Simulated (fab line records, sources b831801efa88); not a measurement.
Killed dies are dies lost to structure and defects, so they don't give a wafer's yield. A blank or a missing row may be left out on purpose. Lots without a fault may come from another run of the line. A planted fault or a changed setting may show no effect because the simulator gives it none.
Problem report in the 8D (eight disciplines) form, filled by code | flow gf180mcu | the parts of the form that need people (team, actions taken, sign-off) are left out

1. THE PROBLEM
V3_W_RS at GF_V3_RS_MEAS_24 reads a mean of 0.202 ohm/sq on 1 wafer of 1 lot; wafers without a fault read 0.327 ohm/sq with a standard deviation of 0.0061. That is -20 standard deviations from the usual mean.
The step: measures by four-point-probe.
First seen on wafer L265.3, day 27 00:20, on film_metro-01. The record holds 33 wafers of 11 lots with a number at this step. Rule for "out", or "out of limits": more than 4 standard deviations from the usual mean. The other wafers with a number count as sound.

2. WHAT IT IS AND WHAT IT IS NOT
question                    | is                | is not
which readings at this step | V3_W_RS           | -
which lots                  | L265              | L258, L259, L261, L266, L273, L275, L276, L279, L280, L281
which wafers of those lots  | L265.3            | L265.2, L265.6
read on which gauges        | film_metro-01     | film_metro-02, film_metro-03
when                        | from day 27 00:20 | up to then (11 sound wafers); but 21 sound wafers of L266, L273, L275, L276, L279, L280, L281 came after

3. SUSPECTS, AND WHAT RULES EACH OUT
Counting: a tool at a process step up to the reading stays a suspect if it ran every lot that is out. Sound lots after the first of them don't rule it out here, since some wafers of a struck lot are sound.
- the gauge at GF_V3_RS_MEAS_24: ruled out. All the wafers that are out were read on film_metro-01, but those of them that GF_V3_CMP_26 has rows for are out there too, on other tools.
- rie_diel-02 at GF_V3_ETCH_16 (etches BARC in N2/H2): kept. It ran the lot that is out, L265 (day 26 23:25); its last sound lot up to then is L261 (day 25 17:58).
- rie_diel-02 at GF_V3_ETCH_17 (etches SiO2 in C4F8/O2/Ar, stops on TiN, target depth 635 nm): kept. It ran the lot that is out, L265 (day 27 00:13); its last sound lot up to then is L261 (day 25 18:44). GF_V3_ETCH_17 gives no start for some lots, so the hours and the order of its lots are those of GF_V3_CVD_23.
- cvd_w-01 at GF_V3_CVD_23 (deposits W, target thk 350 nm, time 104.9 s): kept. It ran the lot that is out, L265 (day 27 00:13).
Left after counting: rie_diel-02 at GF_V3_ETCH_16, rie_diel-02 at GF_V3_ETCH_17, cvd_w-01 at GF_V3_CVD_23.

4. THE CAUSE (what the simulator had put in)
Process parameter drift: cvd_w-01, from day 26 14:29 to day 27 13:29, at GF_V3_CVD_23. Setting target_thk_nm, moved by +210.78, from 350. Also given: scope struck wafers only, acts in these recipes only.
Counting left 3 suspects, and this tool is among them.

5. THE CHAIN OF EFFECTS, in route order
Each row: a reading whose mean over the struck wafers that have a number lies more than 3 standard deviations from the usual. Only readings for which the record gives a usual standard deviation are gone through. hours: the time from each lot's start at the first step in this table that gives one to its start at this step, as a median over the lots. sigmas: the change in usual standard deviations.
hours | step             | reading            | usual        | on struck wafers | change | sigmas
0     | GF_V3_RS_MEAS_24 | V3_W_RS            | 0.327 ohm/sq | 0.202            | -0.125 | -20
14    | GF_V3_CMP_26     | time_to_endpoint_s | 85 s         | 134              | +49    | +11
The process steps in it:
- GF_V3_CMP_26: polishes, stops on SiO2, t overpolish 15 s, target thk 0 nm.

6. WHAT WOULD HAVE CAUGHT IT SOONER
In this record the first reading out of limits at a measuring or inspecting step was taken at day 27 00:20, 10 hours after the fault began at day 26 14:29.
Of the tool readings at GF_V3_CVD_23 for which the record gives a usual standard deviation, none was out on any struck wafer, so an alarm limit of 4 standard deviations on them would not have fired.
All the lots that are out (1) had begun GF_V3_CVD_23 on cvd_w-01 by day 27 00:20. A hold on the tool at that time would have spared none of them.
